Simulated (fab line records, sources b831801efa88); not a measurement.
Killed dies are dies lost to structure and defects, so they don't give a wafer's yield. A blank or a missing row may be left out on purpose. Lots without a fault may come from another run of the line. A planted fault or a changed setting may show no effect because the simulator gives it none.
A struck lot beside a sound one | flow sfq_line | 26 steps out of a route of 325
Sound: wafers L407.2, L407.3, L407.5. Struck: wafers L415.3, L415.5, L415.6. The cause comes at the end.
At each step with rows: each side's tool, then ch and its chambers, then its first start. Under that, the readings that differ: sound wafers | struck wafers | difference of the means | sigmas: that difference in standard deviations of wafers without a fault.
alike: readings whose means differ by less than 2 such deviations, and words and numbers that are the same on both sides. not compared: withheld readings, readings that some wafer has no value for, bounds like >300 that may hide the same value, and numbers for which the record gives no deviation and whose values overlap.
The two part at a step that has a row with sigmas, a row that says differs or no value, or rows on one side only. Numbers that don't overlap but have no deviation are shown without sigmas and don't part them. A reading that every wafer of one side lacks parts them only if that side has two wafers or more.

SFQ_L0_RS_MEAS_901: measures by four-point-probe.
  sound on film_metro-03, day 2 13:35; struck on film_metro-01, day 4 05:36
  alike: L0_MONX_KI_RS
SFQ_L0_THK_MEAS_902: measures by xrf.
  sound on film_metro-03, day 2 13:41; struck on film_metro-01, day 4 05:42
  alike: L0_MONX_KI_THK
then, 6 steps without rows for these wafers: SFQ_TRILAYER_L0_LITHO_COAT_010 (resist thk 62 nm); SFQ_TRILAYER_L0_LITHO_COAT_005 (resist thk 600 nm); SFQ_TRILAYER_L0_LITHO_SOFTBAKE_009; SFQ_TRILAYER_L0_LITHO_EXPOSE_006 (exposes mask L0, target cd 2000 nm); SFQ_TRILAYER_L0_LITHO_PEB_008 (peb time 60 s); SFQ_TRILAYER_L0_LITHO_DEVELOP_007 (time 60 s).
-- the record jumps here: 3 days lie between the struck wafers' starts before and after --
SFQ_TRILAYER_L0_BARC_OPEN_METAL_ETCH_010: etches BARC in O2, target depth 125 nm, time 41.7 s.
  sound on rie_metal-04 ch 0,1, day 5 12:50; struck on rie_metal-01 ch 0,1, day 7 15:50
  alike: drypump_motor_current_A, oes_product_au
  not compared: rf_hours_counter_h
then, 1 step without rows for these wafers: SFQ_TRILAYER_L0_ETCH_METAL_ETCH_008 (etches MoNx KI in SF6/O2, stops on SiO2, target depth 50 nm, time 25 s).
SFQ_TRILAYER_L0_STRIP_STRIP_009: strips in O2.
  sound on rie_metal-04 ch 0,1, day 5 12:56; struck on rie_metal-01 ch 0,1, day 7 16:08
  alike: drypump_motor_current_A, oes_product_au
  not compared: rf_hours_counter_h
then, 1 step without rows for these wafers: SFQ_TRILAYER_L0_STRIP_SOLV_CLEAN_010 (cleans in NMP, time 600 s).
SFQ_TRILAYER_L0_CAP_PECVD_011: deposits SiO2 from SiH4/N2O, time 13.333 s, target thk 60 nm.
  sound on pecvd-01 ch 0,1,2, day 5 13:43; struck on pecvd-01 ch 0,1,2, day 7 16:55
  reading                                             | sound             | struck           | difference | sigmas
  model.SiO2_of_TRILAYER_L0_CAP_PECVD_011.thk_nm (nm) | 59.53 59.48 60.31 | 57.3 57.97 58.25 | -1.9       |
  alike: chamber_pressure_Torr, heater_power_w, throttle_valve_pct
then, 6 steps without rows for these wafers: SFQ_TRILAYER_L0_VIA_LITHO_COAT_018 (resist thk 62 nm); SFQ_TRILAYER_L0_VIA_LITHO_COAT_013 (resist thk 650 nm); SFQ_TRILAYER_L0_VIA_LITHO_SOFTBAKE_017; SFQ_TRILAYER_L0_VIA_LITHO_EXPOSE_014 (exposes mask L0V, target cd 700 nm); SFQ_TRILAYER_L0_VIA_LITHO_PEB_016 (peb time 60 s); SFQ_TRILAYER_L0_VIA_LITHO_DEVELOP_015 (time 60 s).
-- the record jumps here: 4 days lie between the struck wafers' starts before and after --
SFQ_L0V_OVL_MEAS_903:
  sound on overlay-02, day 9 14:32; struck on overlay-02, day 11 18:02
  alike: L0V_OVL
SFQ_TRILAYER_L0_VIA_BARC_OPEN_VIA_ETCH_021: etches BARC in O2, target depth 125 nm, time 41.7 s.
  sound on rie_diel-03 ch 2,3, day 9 14:34; struck on rie_diel-02 ch 2,3, day 11 18:03
  alike: drypump_motor_current_A, oes_product_au
  not compared: rf_hours_counter_h
SFQ_TRILAYER_L0_VIA_ETCH_VIA_ETCH_016: etches SiO2 in CHF3, stops on MoNx KI, target depth 80 nm.
  sound on rie_diel-03 ch 2,3, day 9 14:36; struck on rie_diel-02 ch 2,3, day 11 18:05
  reading                         | sound             | struck            | difference | sigmas
  oes_product_au (a.u.)           | 0.848 0.840 0.842 | 0.825 0.819 0.837 | -0.016     | -2
  model.etch.depth_nm (nm)        | 59.53 59.48 60.31 | 57.3 57.97 58.25  | -1.9       |
  model.L0V.feature_depth_nm (nm) | 59.53 59.48 60.31 | 57.3 57.97 58.25  | -1.9       |
  alike: drypump_motor_current_A
SFQ_TRILAYER_L0_VIA_STRIP_STRIP_017: strips in O2.
  sound on rie_metal-01 ch 0,1, day 9 14:39; struck on rie_metal-03 ch 0,1, day 11 18:20
  alike: drypump_motor_current_A, oes_product_au
  not compared: rf_hours_counter_h
then, 1 step without rows for these wafers: SFQ_TRILAYER_L0_VIA_STRIP_SOLV_CLEAN_018 (cleans in NMP, time 600 s).
SFQ_TRILAYER_M0_DEP_PRE_CLEAN_020: time 15 s.
  sound on pvd_sputter-05, day 9 15:25; struck on pvd_sputter-05, day 11 18:55
  reading                                             | sound             | struck           | difference | sigmas
  model.SiO2_of_TRILAYER_L0_CAP_PECVD_011.thk_nm (nm) | 54.53 54.48 55.31 | 52.3 52.97 53.25 | -1.9       |
SFQ_TRILAYER_M0_DEP_SPUTTER_019: material Nb, target thk 200 nm, time 133.3 s.
  sound on pvd_sputter-05, day 9 15:27; struck on pvd_sputter-05, day 11 18:56
  reading                | sound          | struck         | difference | sigmas
  throttle_valve_pct (%) | 28.0 29.0 29.0 | 31.0 30.9 30.5 | +2.1       | +2
  alike: base_pressure_pa, cathode_dc_power_W, substrate_temp_c

WHERE THEY PART
First at SFQ_TRILAYER_L0_VIA_ETCH_VIA_ETCH_016; last, within this record, at SFQ_TRILAYER_M0_DEP_SPUTTER_019.

WHY: what the simulator had put in
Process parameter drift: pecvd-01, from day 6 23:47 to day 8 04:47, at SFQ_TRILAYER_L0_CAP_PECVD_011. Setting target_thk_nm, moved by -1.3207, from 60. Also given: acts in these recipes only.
